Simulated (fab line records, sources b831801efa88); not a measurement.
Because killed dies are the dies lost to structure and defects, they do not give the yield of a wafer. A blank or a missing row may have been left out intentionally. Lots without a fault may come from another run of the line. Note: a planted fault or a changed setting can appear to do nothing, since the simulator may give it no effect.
Matching of chambers || flow gf180mcu || cmp-01 running GF_V3_CMP_04: 4 sister chambers
The step polishes SiO2. 16 wafers are shown with their chamber, then 8 later ones without.

== EACH WAFER AND ITS CHAMBER ==
{"wafer": "L285.2", "chamber": 3, "motor current A (A)": 13.4, "edge zone pressure frac": 1.001, "time to endpoint s (s)": 81}
{"wafer": "L285.3", "chamber": 0, "motor current A (A)": 13.6, "edge zone pressure frac": 0.999, "time to endpoint s (s)": 85}
{"wafer": "L285.6", "chamber": 2, "motor current A (A)": 11.0, "edge zone pressure frac": 1.003, "time to endpoint s (s)": 91}
{"wafer": "L286.1", "chamber": 1, "motor current A (A)": 11.6, "edge zone pressure frac": 1.005, "time to endpoint s (s)": 86}
{"wafer": "L286.5", "chamber": 0, "motor current A (A)": 12.9, "edge zone pressure frac": 0.989, "time to endpoint s (s)": 89}
{"wafer": "L286.6", "chamber": 3, "motor current A (A)": 13.4, "edge zone pressure frac": 0.992, "time to endpoint s (s)": 93}
{"wafer": "L288.1", "chamber": 1, "motor current A (A)": 11.4, "edge zone pressure frac": 1.004, "time to endpoint s (s)": 83}
{"wafer": "L288.4", "chamber": 3, "motor current A (A)": 13.2, "edge zone pressure frac": 1.004, "time to endpoint s (s)": 84}
{"wafer": "L288.5", "chamber": 1, "motor current A (A)": 10.6, "edge zone pressure frac": 1.003, "time to endpoint s (s)": 88}
{"wafer": "L289.2", "chamber": 0, "motor current A (A)": 13.7, "edge zone pressure frac": 1.001, "time to endpoint s (s)": 79}
{"wafer": "L289.3", "chamber": 2, "motor current A (A)": 10.9, "edge zone pressure frac": 0.989, "time to endpoint s (s)": 80}
{"wafer": "L289.5", "chamber": 0, "motor current A (A)": 13.9, "edge zone pressure frac": 1.000, "time to endpoint s (s)": 83}
{"wafer": "L291.1", "chamber": 0, "motor current A (A)": 14.6, "edge zone pressure frac": 0.998, "time to endpoint s (s)": 81}
{"wafer": "L291.2", "chamber": 2, "motor current A (A)": 10.1, "edge zone pressure frac": 0.991, "time to endpoint s (s)": 82}
{"wafer": "L291.6", "chamber": 0, "motor current A (A)": 13.7, "edge zone pressure frac": 0.999, "time to endpoint s (s)": 84}
{"wafer": "L292.1", "chamber": 1, "motor current A (A)": 11.4, "edge zone pressure frac": 1.006, "time to endpoint s (s)": 84}

SIGNATURES, as means of the wafers listed above
{"reading": "motor current A", "chamber 0": 13.733, "chamber 1": 11.250, "chamber 2": 10.667, "chamber 3": 13.333, "scatter within a chamber": 0.465}
{"reading": "edge zone pressure frac", "chamber 0": 0.99767, "chamber 1": 1.00450, "chamber 2": 0.99433, "chamber 3": 0.99900, "scatter within a chamber": 0.00494}
{"reading": "time to endpoint s", "chamber 0": 83.50, "chamber 1": 85.25, "chamber 2": 84.33, "chamber 3": 86.00, "scatter within a chamber": 4.29}
Rule: a wafer lies at a distance from a chamber equal to the root of the sum of squares, over the readings, of (its reading less the chamber's mean, divided by the reading's scatter). The wafer belongs to the nearest chamber; if the next one is less than 2 further off, it can't be placed. How the scatter is found: for the shown wafers, subtract from each reading the mean of its chamber, square and add these, divide the total by (wafers less chambers), then take the root.

== WAFERS WHOSE CHAMBER IS MISSING ==
{"wafer": "L292.2", "motor current A (A)": 13.2, "edge zone pressure frac": 0.994, "time to endpoint s (s)": 81}
{"wafer": "L292.6", "motor current A (A)": 13.1, "edge zone pressure frac": 1.000, "time to endpoint s (s)": 87}
{"wafer": "L294.1", "motor current A (A)": 10.5, "edge zone pressure frac": 1.007, "time to endpoint s (s)": 70}
{"wafer": "L294.3", "motor current A (A)": 11.5, "edge zone pressure frac": 1.001, "time to endpoint s (s)": 75}
{"wafer": "L294.4", "motor current A (A)": 13.5, "edge zone pressure frac": 1.001, "time to endpoint s (s)": 85}
{"wafer": "L307.1", "motor current A (A)": 13.8, "edge zone pressure frac": 0.997, "time to endpoint s (s)": 74}
{"wafer": "L307.2", "motor current A (A)": 11.3, "edge zone pressure frac": 1.002, "time to endpoint s (s)": 69}
{"wafer": "L307.5", "motor current A (A)": 14.0, "edge zone pressure frac": 0.998, "time to endpoint s (s)": 77}

== WHICH CHAMBER EACH ONE RAN IN ==
{"wafer": "L292.2", "from the rows above": "can't be placed: 0 or 3", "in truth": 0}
{"wafer": "L292.6", "from the rows above": "can't be placed: 3 or 0", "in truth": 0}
{"wafer": "L294.1", "from the rows above": "can't be placed: 1 or 2", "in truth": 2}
{"wafer": "L294.3", "from the rows above": "can't be placed: 1 or 2", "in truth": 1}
{"wafer": "L294.4", "from the rows above": "can't be placed: 3 or 0", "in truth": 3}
{"wafer": "L307.1", "from the rows above": "can't be placed: 0 or 3", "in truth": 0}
{"wafer": "L307.2", "from the rows above": "can't be placed: 1 or 2", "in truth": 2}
{"wafer": "L307.5", "from the rows above": "can't be placed: 0 or 3", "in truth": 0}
Placed correctly: 0 of 8. Not placeable from these rows: 8 (in 8, the candidates include the true chamber). 0 placed wrongly.
